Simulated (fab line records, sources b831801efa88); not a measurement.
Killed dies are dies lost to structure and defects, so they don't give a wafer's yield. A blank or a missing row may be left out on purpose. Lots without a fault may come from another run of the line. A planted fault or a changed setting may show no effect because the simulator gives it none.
fab line records | flow sfq_line
record lots=5 wafers=15 last_day=73
route steps=325 shown M2@95 I2@103 M3@118
lots that met no fault: from a run of the same line without faults
start_h: hours from the record's first day to the start of the lot's first wafer shown | wait_h: hours since the lot's step before | " the same as in the row above | L1.1+2: a row that stands for several wafers | - no value, or no start given | * or withheld: withheld | < > ~ a bound
route shown NAME@n: a module of which the file shows steps, and the number in the route of the first | usual: mean/standard deviation of fault-free wafers | same: alike in all rows | chamber/n: place in a boat | sites: the reading at each site | _std_site: their standard deviation | _edge_site: outer sites' mean less inner sites' | radius_mm: how far each site lies from the wafer's centre | mask NAME#n: copy n | behind: the tool/chamber that last shaped the wafer | hold: why the lot was held/for how many hours/how that ended | device: the transistor (n, p or np) that didn't switch | end of line: the same wafers' tests at the end of the route | a step without rows: its recipe alone | killed: dies lost to structure and defects at the first sort, not the wafer's yield | map: a wafer's dies, x killed, . not, _ none there
set.NAME: the setting as run; set.NAME@STEP: as run at that earlier step | model.NAME: the simulator's own value behind a step, which no gauge read
lots at some steps of the route; a table a step, a row a wafer
services: from which hour (start_h, from the record's first day; less than 0 if before it) a tool's chamber was out of use, for how many hours, and why
## steps
# step SFQ_TRILAYER_M2_LITHO_EXPOSE_058
# recipe mask_id=M2 na=0.6 source_shape=conventional sigma_outer=0.65 target_cd_nm=500 dose_mj=14.4
# columns lot.wafer tool chamber start_h wait_h mask
L074.1+4+6 krf_scanner-01 0 462.36 - M2#0
L084.1+2+4 krf_scanner-01 0 561.86 - M2#0
L085.3+4+5 krf_scanner-01 0 567.06 - M2#0
L086.1+3+4 krf_scanner-01 0 569.06 - M2#0
L091.1+2+4 krf_scanner-01 0 608.01 - M2#0
# step SFQ_TRILAYER_M2_LITHO_PEB_060
# recipe peb_temp_c=115 peb_time_s=60 resist=KrF
# usual chill_plate_temp_C=23.00/0.095 resist_line_temp_C=23.02/0.12
# columns lot.wafer tool chamber start_h wait_h chill_plate_temp_C resist_line_temp_C
L074.1 litho_track-03 0 463.56 1.0 22.99 23.04
L074.4 " 0 " " 22.95 23.02
L074.6 " 0 " " 22.96 23.01
L084.1 litho_track-01 0 563.06 1.0 23.06 22.95
L084.2 " 0 " " 22.88 22.84
L084.4 " 0 " " 22.94 22.99
L085.3 litho_track-04 0 567.91 0.7 23.08 23.23
L085.4 " 0 " " 22.89 22.93
L085.5 " 0 " " 22.95 23.07
L086.1 litho_track-03 0 570.26 1.0 23.04 23.07
L086.3 " 0 " " 22.88 23.15
L086.4 " 0 " " 23.00 23.04
L091.1 litho_track-04 0 609.21 1.0 23.07 23.00
L091.2 " 0 " " 22.98 23.18
L091.4 " 0 " " 22.99 23.01
# step SFQ_TRILAYER_M2_LITHO_DEVELOP_059
# recipe time_s=60 resist=KrF
# usual chill_plate_temp_C=22.99/0.11 resist_line_temp_C=23.02/0.11
# columns lot.wafer tool chamber start_h wait_h chill_plate_temp_C resist_line_temp_C
L074.1 litho_track-03 0 463.71 0.1 22.77 22.91
L074.4 " 0 " " 22.92 23.01
L074.6 " 0 " " 22.87 22.92
L084.1 litho_track-01 0 563.21 0.1 22.93 22.94
L084.2 " 0 " " 22.98 22.84
L084.4 " 0 " " 22.99 22.94
L085.3 litho_track-04 0 568.06 0.1 23.11 23.32
L085.4 " 0 " " 22.94 23.06
L085.5 " 0 " " 23.22 23.06
L086.1 litho_track-03 0 570.41 0.1 23.17 23.02
L086.3 " 0 " " 23.09 22.98
L086.4 " 0 " " 22.90 23.11
L091.1 litho_track-04 0 609.36 0.1 23.01 23.10
L091.2 " 0 " " 23.01 23.05
L091.4 " 0 " " 23.04 22.97
# step SFQ_M2_OVL_MEAS_916
# usual M2_OVL=-2/5.5
# columns lot.wafer tool chamber start_h wait_h M2_OVL[nm]
L074.1 overlay-02 - 463.86 0.1 -2
L074.4 " - " " -1
L074.6 " - " " -10
L084.1 overlay-02 - 563.36 0.1 -6
L084.2 " - " " -5
L084.4 " - " " -7
L085.3 overlay-02 - 568.17 0.1 -7
L085.4 " - " " -7
L085.5 " - " " -2
L086.1 overlay-02 - 570.56 0.1 -9
L086.3 " - " " -9
L086.4 " - " " -6
L091.1 overlay-01 - 609.51 0.1 -4
L091.2 " - " " -6
L091.4 " - " " -5
# step SFQ_TRILAYER_M2_BARC_OPEN_METAL_ETCH_077
# recipe mask_material=PR chemistry=O2 target_depth_nm=125 target=BARC icp_w=600 bias_w=80 pressure_mtorr=10 time_s=41.7
# usual drypump_motor_current_A=5.8/0.46 oes_product_au=0.685/0.0041
# columns lot.wafer tool chamber start_h wait_h drypump_motor_current_A oes_product_au rf_hours_counter_h
L074.1 rie_metal-01 0 463.89 0.0 5.0 0.692 71
L074.4 " 0 " " 5.0 0.687 -
L074.6 " 0 " " 5.0 0.685 -
L084.1 rie_metal-01 0 563.40 0.0 5.0 0.683 89
L084.2 " 1 " " 5.9 0.688 76
L084.4 " 1 " " 5.9 0.690 -
L085.3 rie_metal-04 0 568.22 0.0 6.0 0.685 -
L085.4 " 1 " " 5.8 0.689 -
L085.5 " 0 " " 6.0 0.683 -
L086.1 rie_metal-01 1 570.60 0.0 5.8 0.683 77
L086.3 " 1 " " 5.8 0.689 -
L086.4 " 0 " " 5.0 0.681 -
L091.1 rie_metal-02 0 609.55 0.0 6.4 0.685 65
L091.2 " 1 " " 5.6 0.690 84
L091.4 " 1 " " 5.6 0.688 -
# step SFQ_TRILAYER_M2_ETCH_METAL_ETCH_060
# recipe target=Nb stop_on=SiO2 mask_material=PR chemistry=Cl2/Ar target_depth_nm=240 icp_w=600 bias_w=80 pressure_mtorr=10 time_s=120
# usual drypump_motor_current_A=5.8/0.46 oes_product_au=0.894/0.0075
# columns lot.wafer tool chamber start_h wait_h drypump_motor_current_A oes_product_au rf_hours_counter_h
L074.1 rie_metal-01 0 463.95 0.0 5.0 0.900 71
L074.4 " 0 " " 5.0 0.904 -
L074.6 " 0 " " 5.0 0.905 -
L084.1 rie_metal-01 0 563.46 0.0 5.0 0.893 89
L084.2 " 1 " " 5.8 0.882 76
L084.4 " 1 " " 5.8 0.887 -
L085.3 rie_metal-04 0 568.30 0.1 6.0 0.882 -
L085.4 " 1 " " 5.8 0.883 -
L085.5 " 0 " " 6.0 0.889 -
L086.1 rie_metal-01 1 570.66 0.0 5.8 0.891 77
L086.3 " 1 " " 5.8 0.901 -
L086.4 " 0 " " 5.0 0.897 -
L091.1 rie_metal-02 0 609.61 0.0 6.3 0.888 65
L091.2 " 1 " " 5.6 0.891 84
L091.4 " 1 " " 5.6 0.893 -
# step SFQ_TRILAYER_M2_STRIP_STRIP_061
# recipe gas=O2 power_w=200 platen_temp_c=40 overash_fraction=0.65 chemistry=O2 pressure_mtorr=50
# usual drypump_motor_current_A=5.8/0.46 oes_product_au=1.000/0.0073
# columns lot.wafer tool chamber start_h wait_h drypump_motor_current_A oes_product_au rf_hours_counter_h
L074.1 rie_metal-01 0 464.08 0.1 5.0 1.005 72
L074.4 " 0 " " 5.0 0.998 -
L074.6 " 0 " " 5.0 0.997 -
L084.1 rie_metal-01 0 563.58 0.1 5.0 1.007 89
L084.2 " 1 " " 5.8 0.999 76
L084.4 " 1 " " 5.8 1.005 -
L085.3 rie_metal-04 0 568.58 0.2 6.0 1.004 -
L085.4 " 1 " " 5.8 1.005 -
L085.5 " 0 " " 6.0 1.013 -
L086.1 rie_metal-01 1 570.78 0.1 5.8 0.989 77
L086.3 " 1 " " 5.8 1.002 -
L086.4 " 0 " " 5.0 1.004 -
L091.1 rie_metal-02 0 609.73 0.1 6.3 1.009 65
L091.2 " 1 " " 5.6 1.002 84
L091.4 " 1 " " 5.6 1.006 -
# step SFQ_TRILAYER_M2_STRIP_SOLV_CLEAN_062
# recipe chemistry=NMP temp_c=70 time_s=600
# usual temp_c=70.02/0.12
# columns lot.wafer tool chamber start_h wait_h temp_c
L074.1 wet_bench-01 5 464.68 0.4 70.04
L074.4 " 2 " " 70.15
L074.6 " 4 " " 70.00
L084.1 wet_bench-03 2 564.18 0.4 70.19
L084.2 " 1 " " 69.87
L084.4 " 3 " " 70.04
L085.3 wet_bench-03 2 568.98 0.2 69.94
L085.4 " 1 " " 69.85
L085.5 " 0 " " 70.04
L086.1 wet_bench-03 4 571.38 0.4 70.10
L086.3 " 7 " " 70.07
L086.4 " 6 " " 70.02
L091.1 wet_bench-01 7 610.33 0.4 69.96
L091.2 " 6 " " 70.19
L091.4 " 2 " " 70.00
# step SFQ_TRILAYER_I2_DEP_PECVD_063
# recipe material=SiO2 temp_c=150 time_s=111.11 pressure_torr=2.4 rf_w=183.3 precursor=SiH4/N2O target_thk_nm=500
# usual heater_power_w=77/15 showerhead_vpp_V=838/39 throttle_valve_pct=24.4/1.1
# columns lot.wafer tool chamber start_h wait_h heater_power_w showerhead_vpp_V throttle_valve_pct
L074.1 pecvd-04 0 464.85 0.0 70 819 23.2
L074.4 " 2 " " 91 861 22.9
L074.6 " 1 " " 66 879 24.4
L084.1 pecvd-04 2 564.36 0.0 90 869 23.3
L084.2 " 0 " " 70 819 23.4
L084.4 " 2 " " 94 880 22.9
L085.3 pecvd-04 1 569.16 0.0 62 899 24.7
L085.4 " 0 " " 68 818 23.3
L085.5 " 2 " " 77 872 23.3
L086.1 pecvd-04 1 571.56 0.0 77 879 24.6
L086.3 " 0 " " 71 817 23.2
L086.4 " 1 " " 61 893 24.4
L091.1 pecvd-03 2 610.51 0.0 76 797 24.7
L091.2 " 0 " " 104 844 25.2
L091.4 " 0 " " 86 858 25.5
# step SFQ_TRILAYER_I2_CMP_CMP_064
# recipe material=SiO2 down_force_psi=3 platen_rpm=60 pad_velocity_m_s=0.94248
# usual edge_zone_pressure_frac=1.000/0.005 motor_current_A=9.7/0.7 time_to_endpoint_s=214/8.9
# columns lot.wafer tool chamber start_h wait_h edge_zone_pressure_frac motor_current_A time_to_endpoint_s
L074.4 cmp-01 0 466.80 1.9 1.004 9.7 221
L074.1 " 1 " " 0.993 9.6 206
L074.6 " 0 468.80 3.9 1.000 9.3 226
L084.2 cmp-02 3 565.64 1.2 1.002 11.0 213
L084.1 " 0 " " 1.015 9.7 209
L084.4 " 2 567.14 2.7 0.999 10.5 219
L085.3 cmp-02 2 569.74 0.5 0.998 10.0 227
L085.4 " 0 570.74 1.5 0.992 9.4 220
L085.5 " 2 571.74 2.5 0.995 10.6 228
L086.4 cmp-01 2 571.64 0.0 1.002 10.1 220
L086.3 " 0 572.64 1.0 0.999 10.0 200
L086.1 " 1 " " 1.003 9.6 203
L091.1 cmp-01 2 616.98 6.4 0.990 9.7 222
L091.2 " 3 " " 0.995 9.1 221
L091.4 " 1 618.48 7.9 1.003 9.3 220
# step SFQ_I2_BOW_MEAS_917
# recipe mode=bow
# usual I2_BOW=0/8.7
# columns lot.wafer tool chamber start_h wait_h I2_BOW[um]
L074.1 film_metro-01 - 469.80 2.0 -19
L074.4 " - " " 7
L074.6 " - " " 3
L084.1 film_metro-02 - 568.64 2.0 -4
L084.2 " - " " -5
L084.4 " - " " 4
L085.3 film_metro-02 - 572.28 2.0 7
L085.4 " - " " 0
L085.5 " - " " 5
L086.1 film_metro-01 - 574.64 1.0 -12
L086.3 " - " " -15
L086.4 " - " " -8
L091.1 film_metro-01 - 619.98 2.5 -2
L091.2 " - " " -14
L091.4 " - " " -10
# step SFQ_TRILAYER_I2_METRO_MEASURE_065
# usual thk_nm=200.4/1.5
# columns lot.wafer tool chamber start_h wait_h thk_nm
L074.1 film_metro-01 - 469.92 0.1 200.1
L074.4 " - " " 201.7
L074.6 " - " " 201.8
L084.1 film_metro-02 - 568.76 0.1 202.3
L084.2 " - " " 200.3
L084.4 " - " " 201.8
L085.3 film_metro-02 - 572.76 0.5 202.5
L085.4 " - " " 201.1
L085.5 " - " " 201.4
L086.1 film_metro-01 - 574.76 0.1 196.4
L086.3 " - " " 199.4
L086.4 " - " " 200.3
L091.1 film_metro-01 - 620.10 0.1 203.2
L091.2 " - " " 201.4
L091.4 " - " " 200.6
# step SFQ_TRILAYER_I2_VIA_LITHO_COAT_072
# recipe resist=BARC spin_rpm=3000 resist_thk_nm=62
# usual chill_plate_temp_C=22.99/0.1 resist_line_temp_C=23.01/0.13
# columns lot.wafer tool chamber start_h wait_h chill_plate_temp_C resist_line_temp_C
L074.1 litho_track-04 0 471.12 1.0 22.96 23.07
L074.4 " 0 " " 22.81 23.05
L074.6 " 0 " " 22.90 23.02
L084.1 litho_track-02 0 569.96 1.0 22.96 22.82
L084.2 " 0 " " 23.02 22.94
L084.4 " 0 " " 23.07 22.86
L085.3 litho_track-04 0 573.66 0.7 23.13 23.04
L085.4 " 0 " " 23.13 23.13
L085.5 " 0 " " 23.06 22.93
L086.1 litho_track-04 0 575.96 1.0 23.09 23.33
L086.3 " 0 " " 23.14 23.26
L086.4 " 0 " " 22.92 23.34
L091.1 litho_track-04 0 621.30 1.0 22.93 23.05
L091.2 " 0 " " 22.95 23.01
L091.4 " 0 " " 22.73 23.21
# step SFQ_TRILAYER_I2_VIA_LITHO_COAT_067
# recipe resist=KrF spin_rpm=3000 resist_thk_nm=650
# usual chill_plate_temp_C=22.98/0.094 resist_line_temp_C=23.02/0.12
# columns lot.wafer tool chamber start_h wait_h chill_plate_temp_C resist_line_temp_C
L074.1 litho_track-04 0 471.42 0.2 22.97 22.77
L074.4 " 0 " " 23.06 22.84
L074.6 " 0 " " 22.85 22.70
L084.1 litho_track-02 0 570.26 0.2 23.01 22.85
L084.2 " 0 " " 23.10 22.97
L084.4 " 0 " " 22.96 22.94
L085.3 litho_track-04 0 573.96 0.2 22.82 23.12
L085.4 " 0 " " 22.93 23.04
L085.5 " 0 " " 22.68 23.00
L086.1 litho_track-04 0 576.26 0.2 23.05 23.21
L086.3 " 0 " " 22.93 23.10
L086.4 " 0 " " 22.79 22.89
L091.1 litho_track-04 0 621.60 0.2 23.05 23.04
L091.2 " 0 " " 22.97 22.96
L091.4 " 0 " " 23.06 22.94
# step SFQ_TRILAYER_I2_VIA_LITHO_SOFTBAKE_071
# recipe temp_c=withheld time_s=withheld resist=KrF
# usual chill_plate_temp_C=* resist_line_temp_C=*
# columns lot.wafer tool chamber start_h wait_h chill_plate_temp_C resist_line_temp_C
L074.1 litho_track-04 0 471.72 0.2 * *
L074.4 " 0 " " * *
L074.6 " 0 " " * *
L084.1 litho_track-02 0 570.56 0.2 * *
L084.2 " 0 " " * *
L084.4 " 0 " " * *
L085.3 litho_track-04 0 574.21 0.2 * *
L085.4 " 0 " " * *
L085.5 " 0 " " * *
L086.1 litho_track-04 0 576.56 0.2 * *
L086.3 " 0 " " * *
L086.4 " 0 " " * *
L091.1 litho_track-04 0 621.90 0.2 * *
L091.2 " 0 " " * *
L091.4 " 0 " " * *
# step SFQ_TRILAYER_I2_VIA_LITHO_EXPOSE_068
# recipe mask_id=I2 na=0.6 source_shape=conventional sigma_outer=0.65 target_cd_nm=500 dose_mj=21.3
# columns lot.wafer tool chamber start_h wait_h mask
L074.1+4+6 krf_scanner-01 0 534.36 - I2#0
L084.1+2+4 krf_scanner-01 0 635.71 - I2#0
L085.3+4+5 krf_scanner-01 0 640.91 - I2#0
L086.1+3+4 krf_scanner-01 0 642.91 - I2#0
L091.1+2+4 krf_scanner-01 0 696.13 - I2#0
# step SFQ_TRILAYER_I2_VIA_LITHO_PEB_070
# recipe peb_temp_c=115 peb_time_s=60 resist=KrF
# usual chill_plate_temp_C=23.00/0.11 resist_line_temp_C=22.99/0.11
# columns lot.wafer tool chamber start_h wait_h chill_plate_temp_C resist_line_temp_C
L074.1 litho_track-01 0 535.56 1.0 22.91 23.03
L074.4 " 0 " " 22.98 22.96
L074.6 " 0 " " 23.08 22.97
L084.1 litho_track-02 0 636.91 1.0 23.11 22.97
L084.2 " 0 " " 22.99 23.04
L084.4 " 0 " " 23.10 23.02
L085.3 litho_track-02 0 641.76 0.7 22.89 22.97
L085.4 " 0 " " 22.85 22.96
L085.5 " 0 " " 22.82 22.85
L086.1 litho_track-02 0 644.11 1.0 23.10 22.98
L086.3 " 0 " " 23.03 23.01
L086.4 " 0 " " 23.04 23.04
L091.1 litho_track-01 0 697.33 1.0 23.11 23.18
L091.2 " 0 " " 23.18 23.03
L091.4 " 0 " " 23.13 22.90
# step SFQ_TRILAYER_I2_VIA_LITHO_DEVELOP_069
# recipe time_s=60 resist=KrF
# usual chill_plate_temp_C=23.03/0.097 resist_line_temp_C=23.00/0.1
# columns lot.wafer tool chamber start_h wait_h chill_plate_temp_C resist_line_temp_C
L074.1 litho_track-01 0 535.71 0.1 22.99 22.84
L074.4 " 0 " " 22.99 22.97
L074.6 " 0 " " 23.03 22.83
L084.1 litho_track-02 0 637.06 0.1 22.96 23.01
L084.2 " 0 " " 22.86 23.02
L084.4 " 0 " " 22.81 23.00
L085.3 litho_track-02 0 641.91 0.1 23.22 23.17
L085.4 " 0 " " 23.13 23.07
L085.5 " 0 " " 23.21 22.89
L086.1 litho_track-02 0 644.26 0.1 22.97 23.17
L086.3 " 0 " " 22.99 23.13
L086.4 " 0 " " 23.01 23.08
L091.1 litho_track-01 0 697.48 0.1 22.79 23.16
L091.2 " 0 " " 22.99 22.97
L091.4 " 0 " " 22.87 22.89
# step SFQ_I2_OVL_MEAS_918
# usual I2_OVL=-4/5.9
# columns lot.wafer tool chamber start_h wait_h I2_OVL[nm]
L074.1 overlay-01 - 535.86 0.1 0
L074.4 " - " " -2
L074.6 " - " " -1
L084.1 overlay-02 - 637.21 0.1 -4
L084.2 " - " " -7
L084.4 " - " " -2
L085.3 overlay-02 - 642.02 0.1 -1
L085.4 " - " " -6
L085.5 " - " " -3
L086.1 overlay-02 - 644.41 0.1 0
L086.3 " - " " -2
L086.4 " - " " 2
L091.1 overlay-02 - 697.63 0.1 -4
L091.2 " - " " -2
L091.4 " - " " 0
# step SFQ_TRILAYER_I2_VIA_BARC_OPEN_VIA_ETCH_096
# recipe mask_material=PR chemistry=O2 target_depth_nm=125 target=BARC source_w=500 bias_w=80 pressure_mtorr=30 time_s=41.7
# usual drypump_motor_current_A=5.7/0.37 oes_product_au=0.686/0.0046
# columns lot.wafer tool chamber start_h wait_h drypump_motor_current_A oes_product_au rf_hours_counter_h
L074.1 rie_diel-04 2 535.89 0.0 5.9 0.687 14
L074.4 " 1 " " 5.8 0.674 -
L074.6 " 3 " " 5.8 0.677 -
L084.1 rie_diel-01 2 637.25 0.0 6.1 0.689 3
L084.2 " 0 " " 4.8 0.687 5
L084.4 " 3 " " 5.8 0.681 5
L085.3 rie_diel-01 3 642.05 0.0 5.7 0.678 6
L085.4 " 2 " " 6.1 0.690 3
L085.5 " 2 " " 6.1 0.676 -
L086.1 rie_diel-04 1 644.45 0.0 5.8 0.683 3
L086.3 " 0 " " 5.7 0.686 2
L086.4 " 3 " " 5.8 0.682 3
L091.1 rie_diel-03 2 697.67 0.0 5.9 0.686 6
L091.2 " 1 " " 6.1 0.683 57
L091.4 " 3 " " 5.2 0.685 4
# step SFQ_TRILAYER_I2_VIA_ETCH_VIA_ETCH_070
# recipe target=SiO2 stop_on=Nb mask_material=PR taper_deg=20 chemistry=CHF3 target_depth_nm=260 source_w=500 bias_w=80 pressure_mtorr=30 time_s=withheld
# usual drypump_motor_current_A=5.7/0.37 oes_product_au=0.856/0.0056
# columns lot.wafer tool chamber start_h wait_h drypump_motor_current_A oes_product_au
L074.1 rie_diel-04 2 535.93 0.0 5.9 0.855
L074.4 " 1 " " 5.8 0.861
L074.6 " 3 " " 5.9 0.857
L084.1 rie_diel-01 2 637.29 0.0 6.1 0.860
L084.2 " 0 " " 4.8 0.859
L084.4 " 3 " " 5.7 0.857
L085.3 rie_diel-01 3 642.09 0.0 5.8 0.860
L085.4 " 2 " " 6.1 0.854
L085.5 " 2 " " 6.1 0.860
L086.1 rie_diel-04 1 644.49 0.0 5.8 0.851
L086.3 " 0 " " 5.7 0.855
L086.4 " 3 " " 5.8 0.853
L091.1 rie_diel-03 2 697.71 0.0 5.9 0.863
L091.2 " 1 " " 6.1 0.864
L091.4 " 3 " " 5.2 0.858
# step SFQ_TRILAYER_I2_VIA_STRIP_STRIP_071
# recipe gas=O2 power_w=200 platen_temp_c=40 overash_fraction=0.65 chemistry=O2 pressure_mtorr=50
# usual drypump_motor_current_A=5.6/0.48 oes_product_au=1.002/0.0082
# columns lot.wafer tool chamber start_h wait_h drypump_motor_current_A oes_product_au rf_hours_counter_h
L074.1 rie_metal-02 1 536.04 - 5.6 0.998 70
L074.4 " 0 " " 6.3 1.005 -
L074.6 " 0 " " 6.3 1.011 -
L084.1 rie_metal-03 0 637.40 - 5.1 1.014 28
L084.2 " 1 " " 5.3 1.002 17
L084.4 " 1 " " 5.3 1.005 -
L085.3 rie_metal-01 0 642.40 - 5.0 0.998 -
L085.4 " 1 " " 5.8 1.008 -
L085.5 " 0 " " 5.0 1.013 -
L086.1 rie_metal-01 1 644.60 - 5.9 0.989 91
L086.3 " 0 " " 5.0 0.990 -
L086.4 " 1 " " 5.8 0.998 -
L091.1 rie_metal-03 0 697.82 - 5.1 1.007 39
L091.2 " 1 " " 5.3 1.011 28
L091.4 " 0 " " 5.1 1.016 -
# step SFQ_TRILAYER_I2_VIA_STRIP_SOLV_CLEAN_072
# recipe chemistry=NMP temp_c=70 time_s=600
# usual temp_c=69.99/0.11
# columns lot.wafer tool chamber start_h wait_h temp_c
L074.1 wet_bench-02 5 536.64 0.4 69.97
L074.4 " 7 " " 69.99
L074.6 " 6 " " 70.11
L084.1 wet_bench-02 7 638.00 0.4 70.03
L084.2 " 3 " " 69.90
L084.4 " 1 " " 69.93
L085.3 wet_bench-03 2 642.80 0.2 70.05
L085.4 " 4 " " 70.02
L085.5 " 5 " " 69.87
L086.1 wet_bench-03 2 645.20 0.4 70.00
L086.3 " 3 " " 70.10
L086.4 " 1 " " 69.82
L091.1 wet_bench-01 6 698.42 0.4 69.96
L091.2 " 2 " " 69.98
L091.4 " 7 " " 70.01
# step SFQ_TRILAYER_M3_DEP_PRE_CLEAN_074
# recipe gas=Ar time_s=22.5 bias_v=250
# usual bias_v=250.1/2.6
# columns lot.wafer tool chamber start_h wait_h bias_v
L074.1 pvd_sputter-03 - 536.82 0.0 246.6
L074.4 " - " " 250.6
L074.6 " - " " 252.0
L084.1 pvd_sputter-04 - 638.19 0.0 250.5
L084.2 " - " " 245.6
L084.4 " - " " 245.4
L085.3 pvd_sputter-04 - 642.98 0.0 255.0
L085.4 " - " " 250.7
L085.5 " - " " 251.6
L086.1 pvd_sputter-03 - 645.38 0.0 250.2
L086.3 " - " " 249.3
L086.4 " - " " 252.1
L091.1 pvd_sputter-04 - 698.60 0.0 249.1
L091.2 " - " " 252.7
L091.4 " - " " 245.7
# step SFQ_TRILAYER_M3_DEP_SPUTTER_073
# recipe material=Nb base_pressure_pa=1.33e-06 chamber_pressure_pa=0.1333 substrate_temp_c=20 resputter_cathode_voltage_v=400 target_thk_nm=200 power_w=2000 time_s=133.3
# usual resputter_cathode_voltage_v=400/3.9 throttle_valve_pct=29.9/0.84
# columns lot.wafer tool chamber start_h wait_h resputter_cathode_voltage_v throttle_valve_pct
L074.1 pvd_sputter-03 - 536.85 0.0 405 29.1
L074.4 " - " " 397 30.2
L074.6 " - " " 400 30.3
L084.1 pvd_sputter-04 - 638.22 0.0 400 29.3
L084.2 " - " " 402 29.6
L084.4 " - " " 400 31.7
L085.3 pvd_sputter-04 - 643.00 0.0 407 29.3
L085.4 " - " " 402 29.9
L085.5 " - " " 403 29.1
L086.1 pvd_sputter-03 - 645.40 0.0 402 29.3
L086.3 " - " " 398 29.9
L086.4 " - " " 402 30.0
L091.1 pvd_sputter-04 - 698.63 0.0 404 29.3
L091.2 " - " " 398 31.4
L091.4 " - " " 393 29.1
# step SFQ_M3_RS_MEAS_919
# recipe thk_meas_gauge=four-point-probe reads=Nb_of_TRILAYER_M3_DEP_SPUTTER_073
# usual M3_NB_RS=0.883/0.01
# columns lot.wafer tool chamber start_h wait_h M3_NB_RS[ohm/sq]
L074.1 film_metro-03 - 536.94 0.0 0.893
L074.4 " - " " 0.868
L074.6 " - " " 0.881
L084.1 film_metro-01 - 638.31 0.0 0.882
L084.2 " - " " 0.867
L084.4 " - " " 0.877
L085.3 film_metro-02 - 643.14 0.1 0.888
L085.4 " - " " 0.880
L085.5 " - " " 0.886
L086.1 film_metro-01 - 645.50 0.0 0.901
L086.3 " - " " 0.887
L086.4 " - " " 0.886
L091.1 film_metro-03 - 698.72 0.0 0.873
L091.2 " - " " 0.872
L091.4 " - " " 0.872
# step SFQ_TRILAYER_M3_LITHO_COAT_080
# recipe resist=BARC spin_rpm=3000 resist_thk_nm=62
# usual chill_plate_temp_C=22.98/0.1 resist_line_temp_C=22.99/0.11
# columns lot.wafer tool chamber start_h wait_h chill_plate_temp_C resist_line_temp_C
L074.1 litho_track-01 0 537.12 0.1 23.05 22.79
L074.4 " 0 " " 22.91 22.98
L074.6 " 0 " " 23.11 23.04
L084.1 litho_track-02 0 638.49 0.1 23.01 22.92
L084.2 " 0 " " 22.97 22.89
L084.4 " 0 " " 23.02 22.85
L085.3 litho_track-02 0 643.38 0.1 23.07 22.81
L085.4 " 0 " " 23.04 22.85
L085.5 " 0 " " 23.03 22.90
L086.1 litho_track-02 0 645.68 0.1 22.97 23.04
L086.3 " 0 " " 22.98 23.02
L086.4 " 0 " " 22.97 23.17
L091.1 litho_track-03 0 698.90 0.1 22.98 23.06
L091.2 " 0 " " 23.09 23.03
L091.4 " 0 " " 22.93 23.13
# step SFQ_TRILAYER_M3_LITHO_COAT_075
# recipe resist=KrF spin_rpm=3000 resist_thk_nm=600
# usual chill_plate_temp_C=23.01/0.1 resist_line_temp_C=22.99/0.1
# columns lot.wafer tool chamber start_h wait_h chill_plate_temp_C resist_line_temp_C
L074.1 litho_track-01 0 537.42 0.2 22.86 23.13
L074.4 " 0 " " 22.98 23.05
L074.6 " 0 " " 22.87 22.96
L084.1 litho_track-02 0 638.79 0.2 22.97 22.91
L084.2 " 0 " " 23.00 22.98
L084.4 " 0 " " 23.05 22.89
L085.3 litho_track-02 0 643.68 0.2 23.12 22.96
L085.4 " 0 " " 22.98 22.93
L085.5 " 0 " " 22.87 23.04
L086.1 litho_track-02 0 645.98 0.2 23.11 23.05
L086.3 " 0 " " 22.91 22.89
L086.4 " 0 " " 22.96 22.90
L091.1 litho_track-03 0 699.20 0.2 23.14 23.05
L091.2 " 0 " " 23.13 22.97
L091.4 " 0 " " 23.12 22.91
# step SFQ_TRILAYER_M3_LITHO_SOFTBAKE_079
# recipe temp_c=withheld time_s=withheld resist=KrF
# usual chill_plate_temp_C=* resist_line_temp_C=*
# columns lot.wafer tool chamber start_h wait_h chill_plate_temp_C resist_line_temp_C
L074.1 litho_track-01 0 537.72 0.2 * *
L074.4 " 0 " " * *
L074.6 " 0 " " * *
L084.1 litho_track-02 0 639.09 0.2 * *
L084.2 " 0 " " * *
L084.4 " 0 " " * *
L085.3 litho_track-02 0 643.93 0.2 * *
L085.4 " 0 " " * *
L085.5 " 0 " " * *
L086.1 litho_track-02 0 646.28 0.2 * *
L086.3 " 0 " " * *
L086.4 " 0 " " * *
L091.1 litho_track-03 0 699.50 0.2 * *
L091.2 " 0 " " * *
L091.4 " 0 " " * *
# step SFQ_TRILAYER_M3_LITHO_EXPOSE_076
# recipe mask_id=M3 na=0.6 source_shape=conventional sigma_outer=0.65 target_cd_nm=500 dose_mj=14.4
# columns lot.wafer tool chamber start_h wait_h mask
L074.1+4+6 krf_scanner-02 0 650.20 - M3#0
L084.1+2+4 krf_scanner-02 0 723.05 - M3#0
L085.3+4+5 krf_scanner-02 0 728.25 - M3#0
L086.1+3+4 krf_scanner-02 0 729.80 - M3#0
L091.1+2+4 krf_scanner-02 0 768.20 - M3#0
# step SFQ_TRILAYER_M3_LITHO_PEB_078
# recipe peb_temp_c=115 peb_time_s=60 resist=KrF
# usual chill_plate_temp_C=22.99/0.087 resist_line_temp_C=22.99/0.096
# columns lot.wafer tool chamber start_h wait_h chill_plate_temp_C resist_line_temp_C
L074.1 litho_track-03 0 651.40 1.0 23.05 23.10
L074.4 " 0 " " 23.06 23.10
L074.6 " 0 " " 22.93 23.13
L084.1 litho_track-02 0 724.25 1.0 22.98 23.04
L084.2 " 0 " " 22.84 23.02
L084.4 " 0 " " 22.99 22.91
L085.3 litho_track-02 0 729.10 0.7 22.95 23.15
L085.4 " 0 " " 22.87 23.17
L085.5 " 0 " " 22.82 23.10
L086.1 litho_track-03 0 731.00 1.0 22.80 22.90
L086.3 " 0 " " 22.93 22.91
L086.4 " 0 " " 22.91 22.91
L091.1 litho_track-02 0 769.40 1.0 22.93 22.80
L091.2 " 0 " " 23.01 23.06
L091.4 " 0 " " 23.04 22.89
## services
# columns tool chamber start_h hours kind
pvd_sputter-03 - 447.81 3.1 repair
pvd_sputter-03 - 467.10 1.0 repair
krf_scanner-02 - 467.91 1.0 pm
rie_metal-01 - 469.53 2.8 pm
pecvd-04 - 480.84 0.4 repair
krf_scanner-02 - 482.65 11.1 repair
wet_bench-03 - 489.09 1.9 pm
krf_scanner-02 - 493.75 1.3 pm
krf_scanner-02 - 495.05 0.8 pm
pvd_sputter-04 - 549.17 62.2 repair
krf_scanner-01 - 579.86 0.8 pm
krf_scanner-02 - 590.60 4.4 pm
krf_scanner-01 - 601.01 1.0 pm
krf_scanner-01 - 612.81 1.3 pm
krf_scanner-02 - 636.98 1.0 pm
krf_scanner-02 - 644.43 1.0 repair
rie_metal-01 1 646.93 4.7 repair
krf_scanner-01 - 651.31 4.0 pm
krf_scanner-02 - 663.40 0.8 pm
krf_scanner-02 - 664.15 1.3 pm
pvd_sputter-04 - 665.12 4.0 repair
pvd_sputter-04 - 668.77 2.8 repair
krf_scanner-01 - 746.53 4.4 pm
krf_scanner-01 - 750.91 0.8 pm
## key
fault none
